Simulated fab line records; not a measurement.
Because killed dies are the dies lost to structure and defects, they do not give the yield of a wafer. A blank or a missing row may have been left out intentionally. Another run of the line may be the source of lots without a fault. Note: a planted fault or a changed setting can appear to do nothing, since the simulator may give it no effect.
Which tool did it? -- flow sky130 -- 11 lots with 33 wafers sampled at 5 steps, on a route of 708 steps

== WHAT EACH GAUGE READ, for each wafer ==
SKY_PASSIVATION_THK_MEAS_03.
lot,measured,on,PASSIVATION_CVD_02_THK (nm)
L936,day 43 13:13,filmMetro-04,527 525 540
L938,day 44 03:43,filmMetro-02,524 519 531
L939,day 45 13:47,filmMetro-04,525 537 535
L940,day 45 23:19,filmMetro-01,534 535 525
L942,day 46 02:38,filmMetro-01,527 541 543
L943,day 46 08:41,filmMetro-02,518 523 533
L946,day 46 16:05,filmMetro-01,530 531 533
L947,day 47 06:26,filmMetro-04,532 535 542
L957,day 49 04:28,filmMetro-04,528 527 536
L958,day 49 04:46,filmMetro-04,533 533 541
L959,day 49 09:19,filmMetro-02,527 527 524

== EACH LOT AND THE TOOL THAT RAN IT (in order: tool; ch and the chambers of the sampled wafers; start) ==
lot,SKY_VIA4_CVD_18,SKY_METAL5_DESCUM_14,SKY_METAL5_METAL_ETCH_15,SKY_METAL5_STRIP_16
L936,"cvdW-02 ch 0,1, day 42 12:54","rieMetal-04 ch 0,1, day 43 11:56","rieMetal-04 ch 0,1, day 43 11:58","plasmaAsher-04 ch 0,1, day 43 12:12"
L938,"cvdW-02 ch 0,1, day 43 02:59","rieMetal-01 ch 0,1, day 44 02:32","rieMetal-01 ch 0,1, day 44 02:34","plasmaAsher-04 ch 1, day 44 02:48"
L939,"cvdW-01 ch 0,1, day 44 14:29","rieMetal-01 ch 0,1, day 45 12:31","rieMetal-01 ch 0,1, day 45 12:37","plasmaAsher-01 ch 0,1, day 45 12:48"
L940,"cvdW-02 ch 0,1, day 45 00:59","rieMetal-01 ch 0,1, day 45 22:02","rieMetal-01 ch 0,1, day 45 22:08","plasmaAsher-02 ch 0,1, day 45 22:19"
L942,"cvdW-02 ch 0,1, day 45 04:56","rieMetal-01 ch 0,1, day 46 01:26","rieMetal-01 ch 0,1, day 46 01:28","plasmaAsher-04 ch 1, day 46 01:42"
L943,"cvdW-01 ch 0,1, day 45 10:17","rieMetal-01 ch 0,1, day 46 07:29","rieMetal-01 ch 0,1, day 46 07:31","plasmaAsher-04 ch 0,1, day 46 07:45"
L946,"cvdW-01 ch 0,1, day 45 17:33","rieMetal-01 ch 0,1, day 46 14:50","rieMetal-01 ch 0,1, day 46 14:56","plasmaAsher-04 ch 0,1, day 46 15:07"
L947,"cvdW-02 ch 0,1, day 46 07:47","rieMetal-04 ch 0,1, day 47 05:16","rieMetal-04 ch 0,1, day 47 05:19","plasmaAsher-04 ch 0,1, day 47 05:32"
L957,"cvdW-02 ch 1, day 48 08:17","rieMetal-04 ch 0,1, day 49 03:18","rieMetal-04 ch 0,1, day 49 03:20","plasmaAsher-02 ch 0,1, day 49 03:34"
L958,"cvdW-01 ch 0,1, day 48 08:23","rieMetal-02 ch 0,1, day 49 03:36","rieMetal-02 ch 0,1, day 49 03:38","plasmaAsher-01 ch 0,1, day 49 03:52"
L959,"cvdW-02 ch 0,1, day 48 13:41","rieMetal-01 ch 0,1, day 49 08:09","rieMetal-01 ch 0,1, day 49 08:11","plasmaAsher-01 ch 0,1, day 49 08:25"
- SKY_VIA4_CVD_18: deposits W, target thk 505 nm, time 152.14 s.
- SKY_METAL5_DESCUM_14: chemistry O2, time 11 s.
- SKY_METAL5_METAL_ETCH_15: etches the open film in Cl2/BCl3, stops on SiO2, target depth 1260 nm, time 252 s.
- SKY_METAL5_STRIP_16: strips in O2/N2.

== THE ANSWER, worked out from the rows above alone ==
Rule: the usual values come from the lots themselves. The widest of any qualifying gaps counts: lots, ordered by their means at a reading, are off when they make up no more than a third of the lots, leave a main group of 4 or more, and stand apart from it by 3 or more times the standard deviation of that group's means. A main group is skipped when, at the precision printed for the reading in the tables above, its means are all equal. A lot without any number at a reading at which 4 lots or more have one is off too. Where the step has rows for the other lots, those lots are counted as sound.
No lot is off at any reading shown: from this, nothing can be told.

== WHAT HAD BEEN PUT IN BY THE SIMULATOR ==
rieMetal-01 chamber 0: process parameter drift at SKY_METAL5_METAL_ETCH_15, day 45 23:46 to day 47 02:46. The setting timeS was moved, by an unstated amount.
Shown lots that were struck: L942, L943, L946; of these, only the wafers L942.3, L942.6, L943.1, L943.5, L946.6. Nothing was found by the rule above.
